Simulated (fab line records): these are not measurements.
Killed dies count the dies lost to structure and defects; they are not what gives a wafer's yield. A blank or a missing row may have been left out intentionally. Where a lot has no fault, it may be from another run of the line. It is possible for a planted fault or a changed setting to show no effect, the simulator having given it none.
The tool behind it: which one? ; flow gf180mcu ; 13 lots with 39 wafers sampled at 2 steps, on a route of 602 steps

WHAT EACH GAUGE READ, for each wafer
GF_MIM_THK_MEAS_06.
lot;measured;on;MIM_CVD_05_THK (nm)
L149;day 24 05:25;film-metro-04;42.7 43.3 43.5
L150;day 24 19:59;film-metro-02;42.5 42.8 43.0
L151;day 25 00:16;film-metro-03;42.6 43.4 43.3
L152;day 25 07:52;film-metro-02;43.2 43.1 43.4
L153;day 25 20:05;film-metro-03;41.9 42.5 42.8
L158;day 27 13:13;film-metro-04;42.1 42.0 43.0
L161;day 28 08:55;film-metro-04;42.9 43.2 43.8
L162;day 28 18:05;film-metro-02;42.4 42.2 42.9
L164;day 29 05:39;film-metro-04;43.1 44.4 43.6
L165;day 29 11:59;film-metro-02;42.9 43.1 43.5
L168;day 30 10:40;film-metro-04;42.8 43.6 43.7
L170;day 30 18:04;film-metro-04;42.6 42.7 42.6
L172;day 31 16:16;film-metro-03;43.0 42.2 43.4

WHAT TOOL EACH LOT RAN ON (gives the tool, then ch and the chambers of the sampled wafers, and finally the start)
lot;GF_M4_SPUTTER_02
L149;pvd-sputter-04, day 22 04:47
L150;pvd-sputter-03, day 22 19:29
L151;pvd-sputter-04, day 23 01:19
L152;pvd-sputter-01, day 23 09:37
L153;pvd-sputter-04, day 23 22:26
L158;pvd-sputter-04, day 25 16:08
L161;pvd-sputter-04, day 26 13:19
L162;pvd-sputter-01, day 26 22:11
L164;pvd-sputter-03, day 27 11:29
L165;pvd-sputter-01, day 27 18:15
L168;pvd-sputter-03, day 28 17:27
L170;pvd-sputter-03, day 29 02:11
L172;pvd-sputter-04, day 30 01:08
- GF_M4_SPUTTER_02: material AlCu, target thk 450 nm, time 23.9 s.

AS READ BY THE TOOLS THEMSELVES (means over the sampled wafers that have a number; for cases with no such wafer, the mark the record gives instead)
GF_M4_SPUTTER_02.
lot;tool;throttle-valve-pct (%)
L149;pvd-sputter-04;29.2
L150;pvd-sputter-03;30.0
L151;pvd-sputter-04;29.1
L152;pvd-sputter-01;31.0
L153;pvd-sputter-04;29.3
L158;pvd-sputter-04;29.0
L161;pvd-sputter-04;28.9
L162;pvd-sputter-01;29.5
L164;pvd-sputter-03;29.2
L165;pvd-sputter-01;32.0
L168;pvd-sputter-03;29.8
L170;pvd-sputter-03;29.8
L172;pvd-sputter-04;28.9

THE ANSWER, worked out from the rows above alone
Rule: the lots themselves supply what counts as usual. The widest of any qualifying gaps counts: lots, ordered by their means at a reading, are off when they make up no more than a third of the lots, leave a main group of 4 or more, and stand apart from it by 3 or more times the standard deviation of that group's means. The tables above print the reading to a certain number of digits; a main group whose means all agree to those digits is not used. Also off: a lot with no number at a reading for which 4 or more lots have one. Any other lot the step has rows for is counted as sound. After the gauges, taken in route order, come the tools' own readings; for these a lot's mean is taken, as printed above. At the first step where some lot is off, the reading lying furthest off is the one used; lots without a number count as furthest.
None of the lots is off at any reading shown; this tells nothing.

WHAT HAD BEEN PUT IN BY THE SIMULATOR
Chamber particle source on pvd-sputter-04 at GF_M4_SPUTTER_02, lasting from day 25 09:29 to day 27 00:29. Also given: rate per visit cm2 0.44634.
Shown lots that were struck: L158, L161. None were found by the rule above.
